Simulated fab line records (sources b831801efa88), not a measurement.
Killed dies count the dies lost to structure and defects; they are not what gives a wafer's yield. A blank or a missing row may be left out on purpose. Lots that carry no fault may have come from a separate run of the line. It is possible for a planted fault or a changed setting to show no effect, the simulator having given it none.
A struck lot beside a sound one	flow sfq-line	42 steps out of a route of 325
Sound: wafers L490.3, L490.4, L490.6. Wafers struck: L487.2, L487.3, L487.6. The cause comes at the end.
At each step with rows: each side's tool, then ch and its chambers, then its first start. Under that, the readings that differ: sound wafers	struck wafers	difference of the means	sigmas: that difference in standard deviations of wafers without a fault.
alike: readings with means less than 2 such deviations apart, plus words and numbers identical on both sides. not compared: withheld readings, readings lacking a value on some wafer, bounds such as >300 that could conceal the same value, and numbers that have no deviation in the record and whose values overlap.
Wherever a step has rows on one side only, a row that says differs or no value, or a row with sigmas, the two part there. Non-overlapping numbers with no deviation appear without sigmas and do not part them. Lack of a reading on every wafer of one side parts them only where that side has two or more wafers.

first, 6 steps without rows for these wafers: SFQ_TRILAYER_I4_VIA_LITHO_COAT_108 (resist thk 62 nm); SFQ_TRILAYER_I4_VIA_LITHO_COAT_103 (resist thk 650 nm); SFQ_TRILAYER_I4_VIA_LITHO_SOFTBAKE_107; SFQ_TRILAYER_I4_VIA_LITHO_EXPOSE_104 (exposes mask I4, target cd 700 nm); SFQ_TRILAYER_I4_VIA_LITHO_PEB_106 (peb time 60 s); SFQ_TRILAYER_I4_VIA_LITHO_DEVELOP_105 (time 60 s).
SFQ_I4_OVL_MEAS_928:
  sound: overlay-02 at day 46 12:02; struck: overlay-01 at day 45 08:16
  alike: I4_OVL
then, 1 step without rows for these wafers: SFQ_TRILAYER_I4_VIA_BARC_OPEN_VIA_ETCH_146 (etches BARC in O2, target depth 125 nm, time 41.7 s).
SFQ_TRILAYER_I4_VIA_ETCH_VIA_ETCH_106: etches SiO2 in CHF3, stops on Nb, target depth 260 nm.
  sound on rie-diel-01 ch 0,1,3, day 46 12:06; struck on rie-diel-01 ch 0,2, day 45 08:20
  alike: chamber-pressure-mTorr, drypump-motor-current-A, oes-product-au
SFQ_TRILAYER_I4_VIA_STRIP_STRIP_107: strips in O2.
  sound on rie-metal-04 ch 0,1, day 46 12:25; struck on rie-metal-02 ch 1, day 45 08:39
reading	sound	struck	difference	sigmas
drypump-motor-current-A (A)	4.9 5.1 5.1	5.9 5.9 5.9	+0.9	+2
  alike: chamber-pressure-mTorr, oes-product-au
  not compared: rf-hours-counter-h
then, 2 steps without rows for these wafers: SFQ_TRILAYER_I4_VIA_STRIP_SOLV_CLEAN_108 (cleans in NMP, time 600 s); SFQ_TRILAYER_JJ_TRILAYER_DEP_PRE_CLEAN_113 (time 22.5 s).
SFQ_TRILAYER_JJ_TRILAYER_DEP_SPUTTER_109: material Nb, target thk 150 nm, time 100 s.
  sound: pvd-sputter-04 at day 46 13:01; struck: pvd-sputter-03 at day 45 09:52
  alike: base-pressure-pa, throttle-valve-pct
  not compared: model.Nb_of_TRILAYER_JJ_TRILAYER_DEP_SPUTTER_109.thk-nm
SFQ_TRILAYER_JJ_TRILAYER_DEP_SPUTTER_110: material Al, target thk 8 nm, time 10 s.
  sound: pvd-sputter-04 at day 46 13:05; struck: pvd-sputter-03 at day 45 09:56
  alike: base-pressure-pa, throttle-valve-pct
then, 1 step without rows for these wafers: SFQ_TRILAYER_JJ_TRILAYER_DEP_AL_OXIDATION_111 (oxidation time 600 s).
SFQ_TRILAYER_JJ_TRILAYER_DEP_SPUTTER_112: material Nb, target thk 170 nm, time 113.3 s.
  sound: pvd-sputter-04 at day 46 14:07; struck: pvd-sputter-03 at day 45 10:58
  alike: base-pressure-pa, throttle-valve-pct
SFQ_JJ_RS_MEAS_929: the measuring method here is four-point-probe.
  sound: film-metro-04 at day 46 14:14; struck: film-metro-01 at day 45 11:04
  alike: JJ_NB_RS
then, 6 steps without rows for these wafers: SFQ_TRILAYER_JJ_CE_LITHO_COAT_119 (resist thk 62 nm); SFQ_TRILAYER_JJ_CE_LITHO_COAT_114 (resist thk 600 nm); SFQ_TRILAYER_JJ_CE_LITHO_SOFTBAKE_118; SFQ_TRILAYER_JJ_CE_LITHO_EXPOSE_115 (exposes mask J5, target cd 700 nm); SFQ_TRILAYER_JJ_CE_LITHO_PEB_117 (peb time 60 s); SFQ_TRILAYER_JJ_CE_LITHO_DEVELOP_116 (time 60 s).
-- the record jumps here: 6 days lie between the struck wafers' starts before and after --
SFQ_JJ_OVL_MEAS_931:
  sound: overlay-01 at day 52 14:36; struck: overlay-02 at day 51 00:11
  alike: J5_OVL
then, 2 steps without rows for these wafers: SFQ_TRILAYER_JJ_CE_METRO_MEASURE_117; SFQ_TRILAYER_JJ_CE_BARC_OPEN_RIE_150 (chemistry O2, target BARC, target depth 240 nm, time 80 s).
SFQ_TRILAYER_JJ_CE_ETCH_RIE_118: chemistry SF6, target Nb, stops on Al2O3, time 97.7 s, target depth 170 nm.
  sound on rie-metal-01 ch 0,1, day 52 15:57; struck on rie-metal-03 ch 0, day 51 01:31
  alike: chamber-pressure-mTorr, drypump-motor-current-A, oes-product-au
  not compared: rf-hours-counter-h
then, 9 steps without rows for these wafers: SFQ_TRILAYER_JJ_ANODIZE_ANODIZE_119; SFQ_TRILAYER_JJ_CE_STRIP_STRIP_120 (strips in O2); SFQ_TRILAYER_JJ_CE_STRIP_SOLV_CLEAN_121 (cleans in NMP, time 600 s); SFQ_TRILAYER_M5_LITHO_COAT_128 (resist thk 62 nm); SFQ_TRILAYER_M5_LITHO_COAT_123 (resist thk 600 nm); SFQ_TRILAYER_M5_LITHO_SOFTBAKE_127; SFQ_TRILAYER_M5_LITHO_EXPOSE_124 (exposes mask M5, target cd 700 nm); SFQ_TRILAYER_M5_LITHO_PEB_126 (peb time 60 s); SFQ_TRILAYER_M5_LITHO_DEVELOP_125 (time 60 s).
-- the record jumps here: 6 days lie between the struck wafers' starts before and after --
SFQ_M5_OVL_MEAS_932:
  sound: overlay-01 at day 58 18:42; struck: overlay-02 at day 57 08:49
  alike: M5_OVL
then, 1 step without rows for these wafers: SFQ_TRILAYER_M5_BARC_OPEN_METAL_ETCH_161 (etches BARC in O2, target depth 125 nm, time 41.7 s).
SFQ_TRILAYER_M5_ETCH_METAL_ETCH_126: etches Nb in Cl2/BCl3, stops on SiO2, time 203.2 s, target depth 265 nm.
  sound on rie-metal-02 ch 0,1, day 58 18:51; struck on rie-metal-03 ch 0,1, day 57 08:55
  alike: chamber-pressure-mTorr, drypump-motor-current-A, oes-product-au
  not compared: rf-hours-counter-h, model.M5.feature-depth-nm, model.etch.depth-nm
then, 2 steps without rows for these wafers: SFQ_TRILAYER_M5_STRIP_STRIP_127 (strips in O2); SFQ_TRILAYER_M5_STRIP_SOLV_CLEAN_128 (cleans in NMP, time 600 s).
-- the record jumps here: 22 days lie between the struck wafers' starts before and after --
SFQ_M8_BOW_MEAS_951:
  sound: film-metro-03 at day 79 20:16; struck: film-metro-01 at day 79 14:14
  alike: M8_BOW
  not compared: model.etest.m5.ohm-um, model.etest.i4.link-ohm, model.etest.m5.ohm-sq, model.etest.i5.link-ohm

WHERE THEY PART
Within this record, at SFQ_TRILAYER_I4_VIA_STRIP_STRIP_107 only. Later steps at which nothing parts them and some readings are alike: SFQ_TRILAYER_JJ_TRILAYER_DEP_SPUTTER_109, SFQ_TRILAYER_JJ_TRILAYER_DEP_SPUTTER_110, SFQ_TRILAYER_JJ_TRILAYER_DEP_SPUTTER_112, SFQ_JJ_RS_MEAS_929, SFQ_JJ_OVL_MEAS_931, SFQ_TRILAYER_JJ_CE_ETCH_RIE_118, SFQ_M5_OVL_MEAS_932, SFQ_TRILAYER_M5_ETCH_METAL_ETCH_126, SFQ_M8_BOW_MEAS_951.

WHY: the cause the simulator had injected
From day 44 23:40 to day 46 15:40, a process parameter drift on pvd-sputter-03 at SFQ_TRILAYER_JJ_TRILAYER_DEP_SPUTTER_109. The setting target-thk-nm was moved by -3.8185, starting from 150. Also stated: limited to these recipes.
